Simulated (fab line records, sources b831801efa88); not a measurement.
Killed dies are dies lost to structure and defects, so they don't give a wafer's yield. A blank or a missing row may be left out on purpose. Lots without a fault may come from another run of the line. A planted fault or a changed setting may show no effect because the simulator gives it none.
Chamber matching | flow sky130 | SKY_VIA3_CMP_02 on cmp-01: 4 sister chambers
The step polishes SiO2. 4 wafers are shown with their chamber, then 8 later ones without.

WAFERS WITH THEIR CHAMBER
wafer  | chamber | motor_current_A (A)
L654.1 | 1       | 12.7
L654.2 | 3       | 10.7
L654.5 | 0       | 11.9
L662.1 | 2       | 13.5

WAFERS WITHOUT THEIR CHAMBER
wafer  | motor_current_A (A)
L662.3 | 11.0
L662.5 | 12.4
L661.1 | 13.9
L661.2 | 11.5
L661.4 | 12.9
L666.3 | 12.0
L666.4 | 10.9
L666.6 | 13.5

WHICH CHAMBER EACH WENT THROUGH
wafer  | from the rows above     | in truth
L662.3 | 3                       | 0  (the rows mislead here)
L662.5 | can't be placed: 1 or 0 | 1
L661.1 | 2                       | 2
L661.2 | can't be placed: 0 or 3 | 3
L661.4 | can't be placed: 1 or 2 | 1
L666.3 | 0                       | 0
L666.4 | 3                       | 3
L666.6 | 2                       | 2
Placed correctly: 4 of 8. Can't be placed from these rows: 3 (the true chamber is among the candidates in 3). Placed wrongly: 1.
How it was worked out, from the rows above alone: a wafer's distance from a chamber is the root of the sum, over the readings, of the square of ((its reading less the chamber's mean) divided by the reading's scatter). The wafer belongs to the nearest chamber; if the next one is less than 2 further off, it can't be placed. A chamber's mean is the mean of its shown wafers. The scatter: with one shown wafer a chamber, the root of the mean of the squares of how far each hidden wafer lies from its nearest shown one.
